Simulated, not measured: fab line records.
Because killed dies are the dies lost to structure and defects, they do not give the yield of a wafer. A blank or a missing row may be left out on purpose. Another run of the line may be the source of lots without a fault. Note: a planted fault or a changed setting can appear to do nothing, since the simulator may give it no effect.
Matching of chambers + flow sky130 + SKY_VIA2_CMP_24 on cmp-01: 4 sister chambers
The step polishes, stops on SiO2, t overpolish 20 s, target thk 0 nm. 8 wafers are shown with their chamber, then 12 later ones without.

## WAFERS, EACH WITH ITS CHAMBER
| wafer  | chamber | motor-current-A (A) | time-to-endpoint-s (s) |
|--------|---------|---------------------|------------------------|
| L089.2 | 3       | 10.3                | 103                    |
| L089.3 | 2       | 9.5                 | 96                     |
| L091.3 | 1       | 9.6                 | 99                     |
| L091.4 | 0       | 11.4                | 102                    |
| L091.6 | 1       | 9.6                 | 96                     |
| L091.1 | 2       | 9.4                 | 96                     |
| L091.2 | 3       | 9.4                 | 104                    |
| L091.5 | 0       | 11.2                | 103                    |

## WAFERS MISSING THEIR CHAMBER
| wafer  | motor-current-A (A) | time-to-endpoint-s (s) |
|--------|---------------------|------------------------|
| L092.1 | 9.9                 | 100                    |
| L092.4 | 9.6                 | 97                     |
| L092.6 | 10.3                | 100                    |
| L095.4 | 10.4                | 101                    |
| L095.5 | 11.6                | 99                     |
| L095.6 | 9.9                 | 106                    |
| L096.3 | 11.0                | 102                    |
| L096.4 | 9.2                 | 103                    |
| L096.6 | 11.7                | 102                    |
| L097.2 | 10.3                | 99                     |
| L097.3 | 9.5                 | 102                    |
| L097.5 | 9.6                 | 96                     |

## CHAMBER TAKEN BY EACH
| wafer  | from the rows above               | in truth                   |
|--------|-----------------------------------|----------------------------|
| L092.1 | can't be placed: 1 or 3 or 2      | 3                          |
| L092.4 | can't be placed: 1 or 2           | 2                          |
| L092.6 | can't be placed: 1 or 3 or 0 or 2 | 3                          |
| L095.4 | can't be placed: 3 or 0 or 1      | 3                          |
| L095.5 | 0                                 | 0                          |
| L095.6 | 3                                 | 3                          |
| L096.3 | 0                                 | 0                          |
| L096.4 | 3                                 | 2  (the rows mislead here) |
| L096.6 | 0                                 | 0                          |
| L097.2 | can't be placed: 1 or 2 or 3 or 0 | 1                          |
| L097.3 | 3                                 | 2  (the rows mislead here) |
| L097.5 | can't be placed: 2 or 1           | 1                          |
Correct placement for 4 of the 12. Unplaceable from these rows: 6, with the true chamber sitting among the candidates in 6. 2 placed wrongly.
How it was worked out, from the rows above alone: a wafer's distance from a chamber is the root of the sum, over the readings, of the square of ((its reading less the chamber's mean) divided by the reading's scatter). The wafer belongs to the nearest chamber; if the next one is less than 2 further off, it can't be placed. For every chamber, the mean is computed from those of its wafers that are shown. How the scatter is found: for the shown wafers, subtract from each reading the mean of its chamber, square and add these, divide the total by (wafers less chambers), then take the root.
